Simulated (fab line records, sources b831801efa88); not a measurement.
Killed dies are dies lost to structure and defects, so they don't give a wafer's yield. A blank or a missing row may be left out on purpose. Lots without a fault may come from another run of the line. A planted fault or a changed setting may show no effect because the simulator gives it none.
fab line records | flow sfq_line | part 2 of 2: steps 25 to 34 of 34
record lots=5 wafers=15 last_day=72
route steps=325 shown M4@156 I4@163 JJ@178
lots that met no fault: from a run of the same line without faults
start_h: hours from the record's first day to the start of the lot's first wafer shown | wait_h: hours since the lot's step before | " the same as in the row above | L1.1+2: a row that stands for several wafers | - no value, or no start given | * or withheld: withheld | < > ~ a bound
route shown NAME@n: a module of which the file shows steps, and the number in the route of the first | usual: mean/standard deviation of fault-free wafers | same: alike in all rows | chamber/n: place in a boat | sites: the reading at each site | _std_site: their standard deviation | _edge_site: outer sites' mean less inner sites' | radius_mm: how far each site lies from the wafer's centre | mask NAME#n: copy n | behind: the tool/chamber that last shaped the wafer | hold: why the lot was held/for how many hours/how that ended | device: the transistor (n, p or np) that didn't switch | end of line: the same wafers' tests at the end of the route | a step without rows: its recipe alone | killed: dies lost to structure and defects at the first sort, not the wafer's yield | map: a wafer's dies, x killed, . not, _ none there
set.NAME: the setting as run; set.NAME@STEP: as run at that earlier step | model.NAME: the simulator's own value behind a step, which no gauge read
lots at some steps of the route; a table a step, a row a wafer
services: from which hour (start_h, from the record's first day; less than 0 if before it) a tool's chamber was out of use, for how many hours, and why
## steps
# step SFQ_TRILAYER_JJ_TRILAYER_DEP_SPUTTER_110
# recipe material=Al base_pressure_pa=1.33e-06 target_thk_nm=8 power_w=500 time_s=10 chamber_pressure_pa=0.4
# usual throttle_valve_pct=30.0/0.8
# columns lot.wafer tool chamber start_h wait_h throttle_valve_pct
L074.1 pvd_sputter-04 - 932.64 0.0 31.4
L074.4 " - " " 29.1
L074.6 " - " " 31.3
L075.1 pvd_sputter-03 - 936.25 0.0 29.5
L075.3 " - " " 30.0
L075.5 " - " " 29.1
L082.1 pvd_sputter-04 - 978.31 0.0 28.9
L082.2 " - " " 31.5
L082.6 " - " " 31.5
L083.2 pvd_sputter-06 - 983.11 0.0 30.6
L083.4 " - " " 31.4
L083.5 " - " " 28.9
L087.1 pvd_sputter-06 - 1040.21 0.0 29.3
L087.3 " - " " 31.2
L087.5 " - " " 31.1
# step SFQ_TRILAYER_JJ_TRILAYER_DEP_AL_OXIDATION_111
# recipe pressure_mbar=0.014667 oxidation_time_s=600 temperature_k=293
# usual pressure_mbar=0.014666/2.7e-05
# columns lot.wafer tool chamber start_h wait_h pressure_mbar
L074.1 pvd_sputter-04 - 932.66 0.0 0.014667
L074.4 " - " " 0.01469
L074.6 " - " " 0.014667
L075.1 pvd_sputter-03 - 936.28 0.0 0.014649
L075.3 " - " " 0.014631
L075.5 " - " " 0.014664
L082.1 pvd_sputter-04 - 978.34 0.0 0.01469
L082.2 " - " " 0.014652
L082.6 " - " " 0.014657
L083.2 pvd_sputter-06 - 983.14 0.0 0.014665
L083.4 " - " " 0.014651
L083.5 " - " " 0.014645
L087.1 pvd_sputter-06 - 1040.23 0.0 0.014658
L087.3 " - " " 0.014704
L087.5 " - " " 0.014704
# step SFQ_TRILAYER_JJ_TRILAYER_DEP_SPUTTER_112
# recipe material=Nb base_pressure_pa=1.33e-06 chamber_pressure_pa=0.1333 substrate_temp_c=20 target_thk_nm=170 power_w=2000 time_s=113.3
# usual throttle_valve_pct=30.0/0.79
# columns lot.wafer tool chamber start_h wait_h throttle_valve_pct
L074.1 pvd_sputter-04 - 933.66 0.5 31.8
L074.4 " - " " 29.0
L074.6 " - " " 31.6
L075.1 pvd_sputter-03 - 937.40 0.6 29.5
L075.3 " - " " 29.8
L075.5 " - " " 29.3
L082.1 pvd_sputter-04 - 979.34 0.5 29.1
L082.2 " - " " 31.4
L082.6 " - " " 31.4
L083.2 pvd_sputter-06 - 984.14 0.5 30.8
L083.4 " - " " 31.1
L083.5 " - " " 29.2
L087.1 pvd_sputter-06 - 1041.23 0.5 29.1
L087.3 " - " " 31.1
L087.5 " - " " 30.9
# step SFQ_JJ_RS_MEAS_929
# recipe thk_meas_gauge=four-point-probe reads=Nb_of_TRILAYER_JJ_TRILAYER_DEP_SPUTTER_112
# usual JJ_NB_RS=1.051/0.013
# columns lot.wafer tool chamber start_h wait_h JJ_NB_RS[ohm/sq]
L074.1 film_metro-01 - 933.74 0.0 1.078
L074.4 " - " " 1.052
L074.6 " - " " 1.076
L075.1 film_metro-02 - 937.49 0.0 1.061
L075.3 " - " " 1.079
L075.5 " - " " 1.077
L082.1 film_metro-03 - 979.55 0.2 1.038
L082.2 " - " " 1.063
L082.6 " - " " 1.057
L083.2 film_metro-03 - 984.24 0.1 1.048
L083.4 " - " " 1.052
L083.5 " - " " 1.044
L087.1 film_metro-03 - 1041.31 0.0 1.045
L087.3 " - " " 1.048
L087.5 " - " " 1.056
# step SFQ_TRILAYER_JJ_CE_LITHO_COAT_119
# recipe resist=BARC spin_rpm=3000 resist_thk_nm=62
# usual chill_plate_temp_C=23.00/0.11
# columns lot.wafer tool chamber start_h wait_h chill_plate_temp_C
L074.1 litho_track-01 0 933.92 0.1 23.09
L074.4 " 0 " " 23.09
L074.6 " 0 " " 22.98
L075.1 litho_track-02 0 937.67 0.1 22.94
L075.3 " 0 " " 22.95
L075.5 " 0 " " 23.02
L082.1 litho_track-03 0 979.73 0.1 23.01
L082.2 " 0 " " 22.90
L082.6 " 0 " " 23.03
L083.2 litho_track-02 0 984.45 0.1 23.03
L083.4 " 0 " " 23.01
L083.5 " 0 " " 23.12
L087.1 litho_track-02 0 1041.49 0.1 23.04
L087.3 " 0 " " 23.07
L087.5 " 0 " " 22.87
# step SFQ_TRILAYER_JJ_CE_LITHO_COAT_114
# recipe resist=KrF spin_rpm=3000 resist_thk_nm=600
# usual chill_plate_temp_C=22.98/0.12
# columns lot.wafer tool chamber start_h wait_h chill_plate_temp_C
L074.1 litho_track-01 0 934.22 0.2 23.10
L074.4 " 0 " " 23.12
L074.6 " 0 " " 23.02
L075.1 litho_track-02 0 937.97 0.2 23.05
L075.3 " 0 " " 23.06
L075.5 " 0 " " 22.99
L082.1 litho_track-03 0 980.03 0.2 22.95
L082.2 " 0 " " 22.90
L082.6 " 0 " " 22.75
L083.2 litho_track-02 0 984.75 0.2 22.86
L083.4 " 0 " " 23.02
L083.5 " 0 " " 23.21
L087.1 litho_track-02 0 1041.79 0.2 23.03
L087.3 " 0 " " 23.00
L087.5 " 0 " " 23.10
# step SFQ_TRILAYER_JJ_CE_LITHO_SOFTBAKE_118
# recipe temp_c=withheld time_s=withheld resist=KrF
# usual chill_plate_temp_C=*
# columns lot.wafer tool chamber start_h wait_h chill_plate_temp_C
L074.1 litho_track-01 0 934.52 0.2 *
L074.4 " 0 " " *
L074.6 " 0 " " *
L075.1 litho_track-02 0 938.27 0.2 *
L075.3 " 0 " " *
L075.5 " 0 " " *
L082.1 litho_track-03 0 980.33 0.2 *
L082.2 " 0 " " *
L082.6 " 0 " " *
L083.2 litho_track-02 0 985.02 0.2 *
L083.4 " 0 " " *
L083.5 " 0 " " *
L087.1 litho_track-02 0 1042.09 0.2 *
L087.3 " 0 " " *
L087.5 " 0 " " *
# step SFQ_TRILAYER_JJ_CE_LITHO_EXPOSE_115
# recipe mask_id=J5 na=0.6 source_shape=conventional sigma_outer=0.65 target_cd_nm=700 dose_mj=14.4
# columns lot.wafer tool chamber start_h wait_h mask
L074.1+4+6 krf_scanner-02 0 964.32 - J5#0
L075.1+3+5 krf_scanner-02 0 967.92 - J5#0
L082.1+2+6 krf_scanner-02 0 1012.12 - J5#0
L083.2+4+5 krf_scanner-02 0 1015.92 - J5#0
L087.1+3+5 krf_scanner-02 0 1066.14 - J5#0
# step SFQ_TRILAYER_JJ_CE_LITHO_PEB_117
# recipe peb_temp_c=115 peb_time_s=60 resist=KrF
# usual chill_plate_temp_C=23.00/0.12
# columns lot.wafer tool chamber start_h wait_h chill_plate_temp_C
L074.1 litho_track-02 0 965.52 1.0 23.13
L074.4 " 0 " " 23.20
L074.6 " 0 " " 23.08
L075.1 litho_track-02 0 969.12 1.0 23.14
L075.3 " 0 " " 22.91
L075.5 " 0 " " 23.05
L082.1 litho_track-03 0 1013.32 1.0 23.05
L082.2 " 0 " " 22.94
L082.6 " 0 " " 23.06
L083.2 litho_track-01 0 1016.94 0.8 22.89
L083.4 " 0 " " 22.86
L083.5 " 0 " " 22.93
L087.1 litho_track-01 0 1067.34 1.0 23.05
L087.3 " 0 " " 22.99
L087.5 " 0 " " 22.96
# step SFQ_TRILAYER_JJ_CE_LITHO_DEVELOP_116
# recipe time_s=60 resist=KrF
# usual chill_plate_temp_C=23.01/0.093
# columns lot.wafer tool chamber start_h wait_h chill_plate_temp_C
L074.1 litho_track-02 0 965.67 0.1 22.91
L074.4 " 0 " " 23.10
L074.6 " 0 " " 23.10
L075.1 litho_track-02 0 969.27 0.1 22.90
L075.3 " 0 " " 22.92
L075.5 " 0 " " 22.88
L082.1 litho_track-03 0 1013.47 0.1 23.07
L082.2 " 0 " " 23.15
L082.6 " 0 " " 23.13
L083.2 litho_track-01 0 1017.09 0.1 22.95
L083.4 " 0 " " 22.88
L083.5 " 0 " " 22.99
L087.1 litho_track-01 0 1067.49 0.1 22.98
L087.3 " 0 " " 22.83
L087.5 " 0 " " 22.95
## services
# columns tool chamber start_h hours kind
krf_scanner-01 - 784.67 8.7 repair
krf_scanner-01 - 793.38 1.3 pm
pvd_sputter-04 - 802.95 2.9 repair
krf_scanner-01 - 803.45 2.3 repair
krf_scanner-02 - 806.60 1.0 pm
wet_bench-01 - 812.03 2.1 repair
krf_scanner-02 - 832.61 0.8 pm
krf_scanner-02 - 839.36 1.3 pm
krf_scanner-02 - 850.15 1.4 repair
pvd_sputter-03 - 866.98 0.5 repair
krf_scanner-01 - 872.49 0.2 repair
rie_metal-04 0 894.63 3.3 repair
rie_metal-04 1 898.53 3.0 repair
pvd_sputter-06 - 914.01 2.9 repair
krf_scanner-01 - 917.32 0.8 pm
pvd_sputter-03 - 932.82 2.5 repair
krf_scanner-01 - 939.67 1.0 pm
krf_scanner-01 - 964.67 1.3 pm
krf_scanner-02 - 975.12 1.0 pm
krf_scanner-01 - 999.76 26.9 repair
krf_scanner-02 - 1026.52 4.0 pm
krf_scanner-02 - 1030.54 0.8 pm
krf_scanner-02 - 1031.29 1.3 pm
krf_scanner-02 - 1032.59 3.6 pm
